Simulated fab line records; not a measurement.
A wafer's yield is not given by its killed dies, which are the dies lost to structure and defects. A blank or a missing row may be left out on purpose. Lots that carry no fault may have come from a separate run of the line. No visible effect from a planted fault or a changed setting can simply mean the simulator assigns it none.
Matching of chambers    flow gf180mcu    hdpcvd-01 running GF_V3_CVD_00: 3 sister chambers
The step deposits SiO2, target thk 600 nm, time 100 s. 16 wafers are shown with their chamber, then 8 later ones without.

## WAFERS WITH THEIR CHAMBER
wafer   chamber  sih4 flow sccm (sccm)
L403.4  1        60.20
L403.5  2        59.75
L403.6  0        60.23
L405.1  1        59.75
L405.4  2        60.04
L405.5  1        59.66
L409.1  1        60.27
L409.2  0        59.99
L409.4  0        60.02
L418.2  2        59.59
L418.5  0        59.75
L418.6  1        59.74
L419.1  1        59.97
L419.2  0        59.74
L419.6  2        59.87
L420.3  2        60.06

SIGNATURES (averages over the wafers above)
reading         chamber 0  chamber 1  chamber 2  scatter within a chamber
sih4 flow sccm  59.9460    59.9317    59.8620    0.225
Rule: a wafer's distance from a chamber is the root of the sum, over the readings, of the square of ((its reading less the chamber's mean) divided by the reading's scatter). The wafer belongs to the nearest chamber; if the next one is less than 2 further off, it can't be placed. The scatter: the root of (the sum of the squares of (reading less its chamber's mean) over the shown wafers, divided by (wafers less chambers)).

## WAFERS MISSING THEIR CHAMBER
wafer   sih4 flow sccm (sccm)
L420.4  60.05
L420.6  60.28
L422.1  59.83
L422.2  59.79
L422.4  59.45
L425.3  60.04
L425.4  60.05
L425.6  59.97

## EACH ONE'S CHAMBER
wafer   from the rows above           in truth
L420.4  can't be placed: 0 or 1 or 2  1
L420.6  can't be placed: 0 or 1 or 2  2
L422.1  can't be placed: 2 or 1 or 0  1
L422.2  can't be placed: 2 or 1 or 0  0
L422.4  can't be placed: 2 or 1 or 0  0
L425.3  can't be placed: 0 or 1 or 2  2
L425.4  can't be placed: 0 or 1 or 2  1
L425.6  can't be placed: 0 or 1 or 2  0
Correctly placed: 0 of 8. Unplaceable from these rows: 8, with the true chamber sitting among the candidates in 8. Number placed wrongly: 0.
